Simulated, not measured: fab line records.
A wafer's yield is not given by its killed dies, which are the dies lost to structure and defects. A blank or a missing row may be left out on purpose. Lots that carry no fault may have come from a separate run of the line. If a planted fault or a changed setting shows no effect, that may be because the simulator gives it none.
Lot-split experiment | flow sfq-line | 5 lots, 27 wafers read, on a route of 325 steps

## ON THE SPLIT
At SFQ_TRILAYER_I6_DEP_PECVD_165 (deposits SiO2 from SiH4/N2O, time 111.11 s, target thk 500 nm), the setting time-s was moved away from the recipe's 111.11 s on 6 of the 27 wafers read, by -52.2% to +42.7%. For the rest of the wafers, this setting stayed at what the recipe calls for.

The reading comes from the split's own step.

## THE READING
SiO2_of_TRILAYER_I6_DEP_PECVD_165.thk-nm (the simulator's own value, which no gauge read), in nm, at SFQ_TRILAYER_I6_DEP_PECVD_165 (deposits SiO2 from SiH4/N2O, time 111.11 s, target thk 500 nm). The file gives no usual value for it. The 21 wafers here that ran the recipe average 499.9 nm, standard deviation 7 nm.

wafer  | tool, chamber at the split | time-s as run, s | against the recipe | SiO2_of_TRILAYER_I6_DEP_PECVD_165.thk-nm, nm | against lot-mates on the recipe
L074.1 | pecvd-03, 2                | 111.11           | recipe             | 497.1                                        | -
L074.2 | pecvd-03, 0                | 111.11           | recipe             | 485.5                                        | -
L074.3 | pecvd-03, 1                | 111.11           | recipe             | 499.6                                        | -
L074.4 | pecvd-03, 0                | 111.11           | recipe             | 501.9                                        | -
L074.5 | pecvd-03, 1                | 111.11           | recipe             | 508.3                                        | -
L074.6 | pecvd-03, 2                | 111.11           | recipe             | 500.5                                        | -
L078.1 | pecvd-03, 0                | 158.6            | +42.7%             | 701.1                                        | +196.7
L078.2 | pecvd-03, 2                | 158.6            | +42.7%             | 707.9                                        | +203.5
L078.3 | pecvd-03, 1                | 111.11           | recipe             | 501.7                                        | -
L078.4 | pecvd-03, 0                | 158.6            | +42.7%             | 716.8                                        | +212.4
L078.5 | pecvd-03, 1                | 111.11           | recipe             | 503.9                                        | -
L078.6 | pecvd-03, 2                | 111.11           | recipe             | 507.6                                        | -
L079.1 | pecvd-03, 1                | 53.14            | -52.2%             | 237.9                                        | -262.2
L079.2 | pecvd-03, 0                | 111.11           | recipe             | 497.7                                        | -
L079.3 | pecvd-03, 2                | 111.11           | recipe             | 495.5                                        | -
L079.4 | pecvd-03, 2                | 53.14            | -52.2%             | 244.9                                        | -255.2
L079.5 | pecvd-03, 0                | 53.14            | -52.2%             | 233.5                                        | -266.6
L079.6 | pecvd-03, 1                | 111.11           | recipe             | 507.2                                        | -
L082.2 | pecvd-01, 0                | 111.11           | recipe             | 486.4                                        | -
L082.3 | pecvd-01, 1                | 111.11           | recipe             | 494                                          | -
L082.5 | pecvd-01, 2                | 111.11           | recipe             | 502                                          | -
L085.1 | pecvd-02, 2                | 111.11           | recipe             | 492.2                                        | -
L085.2 | pecvd-02, 1                | 111.11           | recipe             | 491.7                                        | -
L085.3 | pecvd-02, 0                | 111.11           | recipe             | 500.6                                        | -
L085.4 | pecvd-02, 1                | 111.11           | recipe             | 508.5                                        | -
L085.5 | pecvd-02, 2                | 111.11           | recipe             | 503.7                                        | -
L085.6 | pecvd-02, 0                | 111.11           | recipe             | 511.4                                        | -

THE FIT
A straight line over all 27 wafers: SiO2_of_TRILAYER_I6_DEP_PECVD_165.thk-nm changes by +4.95 nm for each +1% of time-s; r = +1.00; the points scatter about the line by 7 nm.
The same after taking each lot's own level away (the mean of its wafers on the recipe; 27 wafers): +4.91 nm for each +1%; r = +1.00; scatter 6.8 nm.
Per that fit: largest time-s move, reading shift of 2.6e+02 nm.
Across the lots, their own levels run from 494.13 to 504.40 nm, a range of 1.5 times the standard deviation given above.
Hence the lot-to-lot level has little effect on the slope; both slopes agree.
Check: with one of the wafers moved furthest among these (-52.2%) left out of the fit, the line predicts -256 nm for it against its lot-mates. Against them it came out at -262 nm.

## THE OTHER SPLITS THESE WAFERS WENT THROUGH
Note: prior to the reading, these wafers also went through further splits. Each is held against what the fit with the lots' levels taken away leaves over:
other split on the same wafers                    | wafers away from the commonest value | r with SiO2_of_TRILAYER_I6_DEP_PECVD_165.thk-nm (lot level and that fit taken away)
SFQ_TRILAYER_M3_DEP_SPUTTER_073 time-s            | 9                                    | +0.12
SFQ_TRILAYER_I3_VIA_BARC_OPEN_VIA_ETCH_121 time-s | 9                                    | -0.13
SFQ_TRILAYER_I4_DEP_PECVD_099 time-s              | 9                                    | -0.09
SFQ_TRILAYER_M5_BARC_OPEN_METAL_ETCH_161 time-s   | 6                                    | -0.15
SFQ_TRILAYER_R5_BARC_OPEN_METAL_ETCH_177 time-s   | 9                                    | -0.10
SFQ_TRILAYER_C5_BARC_OPEN_VIA_ETCH_210 time-s     | 9                                    | +0.30

## THE WHOLE CHAIN: every reading that the file lists as answering this split, in the file's order
step                          | what it does                                                  | reading                                                                                   | change (the file's fit)              | r (the file's)
SFQ_TRILAYER_I6_DEP_PECVD_165 | deposits SiO2 from SiH4/N2O, time 111.11 s, target thk 500 nm | SiO2_of_TRILAYER_I6_DEP_PECVD_165.thk-nm (the simulator's own value, which no gauge read) | +4.92 nm for each +1% of the setting | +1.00
SFQ_TRILAYER_I6_CMP_CMP_166   | polishes SiO2                                                 | time-to-endpoint-s                                                                        | withheld for each +1% of the setting | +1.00

## FILE'S OWN FIT
SiO2_of_TRILAYER_I6_DEP_PECVD_165.thk-nm changes by +4.92 nm for each +1% of time-s, r = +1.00.
